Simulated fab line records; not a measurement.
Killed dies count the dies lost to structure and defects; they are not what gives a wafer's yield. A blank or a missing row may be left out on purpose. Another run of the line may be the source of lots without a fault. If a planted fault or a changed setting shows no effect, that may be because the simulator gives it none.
Which tool is to blame? :: flow gf180mcu :: 11 lots with 33 wafers sampled at 2 steps, on a route of 602 steps

== WHAT THE GAUGES SHOWED, per wafer ==
GF_V1_RS_MEAS_24: measures by four-point-probe.
lot: L448
measured: day 18 00:32
on: film-metro-04
V1_W_RS (ohm/sq): 0.3298 0.3267 0.3278

lot: L450
measured: day 18 16:23
on: film-metro-04
V1_W_RS (ohm/sq): 0.3231 0.3214 0.3293

lot: L451
measured: day 19 04:52
on: film-metro-02
V1_W_RS (ohm/sq): 0.3318 0.3236 0.3272

lot: L455
measured: day 20 23:25
on: film-metro-02
V1_W_RS (ohm/sq): 0.3298 0.3287 0.3257

lot: L457
measured: day 21 10:16
on: film-metro-04
V1_W_RS (ohm/sq): 0.3336 0.3264 0.3307

lot: L458
measured: day 22 09:49
on: film-metro-01
V1_W_RS (ohm/sq): 0.3301 0.3366 0.3335

lot: L460
measured: day 22 23:46
on: film-metro-01
V1_W_RS (ohm/sq): 0.3277 0.3293 0.3301

lot: L462
measured: day 23 15:45
on: film-metro-01
V1_W_RS (ohm/sq): 0.3297 0.3277 0.3249

lot: L467
measured: day 24 20:41
on: film-metro-04
V1_W_RS (ohm/sq): 0.3505 0.3507 0.3450 0.3498 0.3508 0.3449

lot: L469
measured: day 25 14:36
on: film-metro-02
V1_W_RS (ohm/sq): 0.3501 0.3526 0.3494 0.3506 0.3526 0.3499

lot: L471
measured: day 26 04:37
on: film-metro-02
V1_W_RS (ohm/sq): 0.3300 0.3279 0.3334

== WHICH TOOL RAN EACH LOT (tool, then ch and the chambers of the sampled wafers, then the start) ==
lot: L448
GF_V1_CVD_23: cvd-w-01 ch 0,1, day 18 00:26

lot: L450
GF_V1_CVD_23: cvd-w-02 ch 0,1, day 18 16:15

lot: L451
GF_V1_CVD_23: cvd-w-01 ch 0,1, day 19 04:45

lot: L455
GF_V1_CVD_23: cvd-w-01 ch 0,1, day 20 23:18

lot: L457
GF_V1_CVD_23: cvd-w-01 ch 0, day 21 10:03

lot: L458
GF_V1_CVD_23: cvd-w-01 ch 0,1, day 22 09:43

lot: L460
GF_V1_CVD_23: cvd-w-02 ch 0, day 22 23:34

lot: L462
GF_V1_CVD_23: cvd-w-02 ch 0,1, day 23 15:38

lot: L467
GF_V1_CVD_23: cvd-w-01 ch 0,1, day 24 20:34

lot: L469
GF_V1_CVD_23: cvd-w-01 ch 0,1, day 25 14:29

lot: L471
GF_V1_CVD_23: cvd-w-02 ch 0,1, day 26 04:29
- GF_V1_CVD_23: deposits W, target thk 350 nm, time 105.05 s.

== THE ANSWER, worked out from the rows above alone ==
Rule: the usual values come from the lots themselves. The widest of any qualifying gaps counts: lots, ordered by their means at a reading, are off when they make up no more than a third of the lots, leave a main group of 4 or more, and stand apart from it by 3 or more times the standard deviation of that group's means. A main group whose means are all the same, to the digits that the tables above print for the reading, isn't used. Also off: a lot with no number at a reading for which 4 or more lots have one. Any other lot the step has rows for is counted as sound.
Off: at GF_V1_RS_MEAS_24 (V1_W_RS), L467, L469. For the main group the mean is 0.3288 ohm/sq and the standard deviation 0.0023.
If a tool, at a process step before that reading, ran all the lots that are off and no sound lot after the first of them, it fits. Gauges at GF_V1_RS_MEAS_24: tried the same way as those tools. One fits: cvd-w-01 at GF_V1_CVD_23. Its last sound lot is L458 (day 22 09:43), its first lot that is off L467 (day 24 20:34): a fault that began between those two fits.

== WHAT WAS PUT IN BY THE SIMULATOR ==
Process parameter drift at GF_V1_CVD_23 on cvd-w-01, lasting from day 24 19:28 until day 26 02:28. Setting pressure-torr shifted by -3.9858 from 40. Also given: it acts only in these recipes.
Shown lots that were struck: L467, L469. This agrees with what the rule above found.
